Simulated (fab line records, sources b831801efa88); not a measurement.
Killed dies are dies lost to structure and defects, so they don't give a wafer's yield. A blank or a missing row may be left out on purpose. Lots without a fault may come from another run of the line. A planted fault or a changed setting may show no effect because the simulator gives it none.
Split-lot experiment | flow gf180mcu | 5 lots, 23 wafers read, on a route of 602 steps

THE SPLIT
At GF_V3_COAT_09 (resist thk 1000 nm), the setting resist_thk_nm was moved away from the recipe's 1000 nm on 5 of the 23 wafers read, by +2.6% to +3.8%. The other wafers ran this setting at the recipe's value.

The reading is taken at the split's own step.

THE READING
KrF_of_V3_COAT_09.thk_nm (the simulator's own value, which no gauge read), in nm, at GF_V3_COAT_09 (resist thk 1000 nm). The file gives no usual value for it. The 18 wafers here that ran the recipe average 1000.1 nm, standard deviation 2.7 nm.

wafer  | tool, chamber at the split | resist_thk_nm as run, nm | against the recipe | KrF_of_V3_COAT_09.thk_nm, nm | against lot-mates on the recipe
L076.1 | litho_track-03, 0          | 1000                     | recipe             | 995.3                        | -
L076.5 | litho_track-03, 0          | 1000                     | recipe             | 998                          | -
L076.6 | litho_track-03, 0          | 1000                     | recipe             | 999.9                        | -
L078.1 | litho_track-04, 0          | 1026                     | +2.6%              | 1026                         | +27.6
L078.2 | litho_track-04, 0          | 1000                     | recipe             | 998.9                        | -
L078.4 | litho_track-04, 0          | 1026                     | +2.6%              | 1021                         | +22.6
L078.5 | litho_track-04, 0          | 1000                     | recipe             | 998.3                        | -
L078.6 | litho_track-04, 0          | 1000                     | recipe             | 998.1                        | -
L082.1 | litho_track-03, 0          | 1000                     | recipe             | 1001                         | -
L082.4 | litho_track-03, 0          | 1000                     | recipe             | 1001                         | -
L082.2 | litho_track-03, 0          | 1000                     | recipe             | 1004                         | -
L082.3 | litho_track-03, 0          | 1000                     | recipe             | 1004                         | -
L082.5 | litho_track-03, 0          | 1000                     | recipe             | 999.4                        | -
L083.2 | litho_track-03, 0          | 1000                     | recipe             | 1001                         | -
L083.3 | litho_track-03, 0          | 1000                     | recipe             | 995.5                        | -
L083.4 | litho_track-03, 0          | 1000                     | recipe             | 999.3                        | -
L083.5 | litho_track-03, 0          | 1000                     | recipe             | 1000                         | -
L083.6 | litho_track-03, 0          | 1000                     | recipe             | 999                          | -
L084.2 | litho_track-03, 0          | 1000                     | recipe             | 1005                         | -
L084.3 | litho_track-03, 0          | 1038                     | +3.8%              | 1042                         | +37.5
L084.4 | litho_track-03, 0          | 1038                     | +3.8%              | 1041                         | +36.5
L084.5 | litho_track-03, 0          | 1000                     | recipe             | 1004                         | -
L084.6 | litho_track-03, 0          | 1038                     | +3.8%              | 1045                         | +40.5

THE FIT
A straight line over all 23 wafers: KrF_of_V3_COAT_09.thk_nm changes by +10.7 nm for each +1% of resist_thk_nm; r = +0.98; the points scatter about the line by 3.1 nm.
The same after taking each lot's own level away (the mean of its wafers on the recipe; 23 wafers): +9.96 nm for each +1%; r = +0.99; scatter 1.8 nm.
On that fit, the largest move of resist_thk_nm shifts the reading by 38 nm.
The lots' own levels span 997.73 to 1004.50 nm, that is 2.5 times the standard deviation above.
So the lot-to-lot level changes the slope little: the two slopes agree.
Check: with one of the wafers moved furthest among these (+3.8%) left out of the fit, the line predicts +37.9 nm for it against its lot-mates. It came out at +37.5 nm against them.

OTHER SPLITS ON THESE WAFERS
These wafers also went through other splits before the reading. Each is held against what the fit with the lots' levels taken away leaves over:
other split on the same wafers  | wafers away from the commonest value | r with KrF_of_V3_COAT_09.thk_nm (lot level and that fit taken away)
GF_M2_COAT_09 resist_thk_nm     | 7                                    | -0.17
GF_V2_COAT_09 resist_thk_nm     | 9                                    | +0.01
GF_V2_ETCH_16 ion_energy_ev     | 11                                   | +0.08
GF_M3_SPUTTER_03 power_w        | 9                                    | +0.14
GF_M3_METAL_ETCH_16 icp_w       | 8                                    | +0.00
GF_V3_CMP_04 leave_above_ref_nm | 10                                   | +0.55

THE FILE'S OWN FIT
KrF_of_V3_COAT_09.thk_nm changes by +9.92 nm for each +1% of resist_thk_nm, r = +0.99.
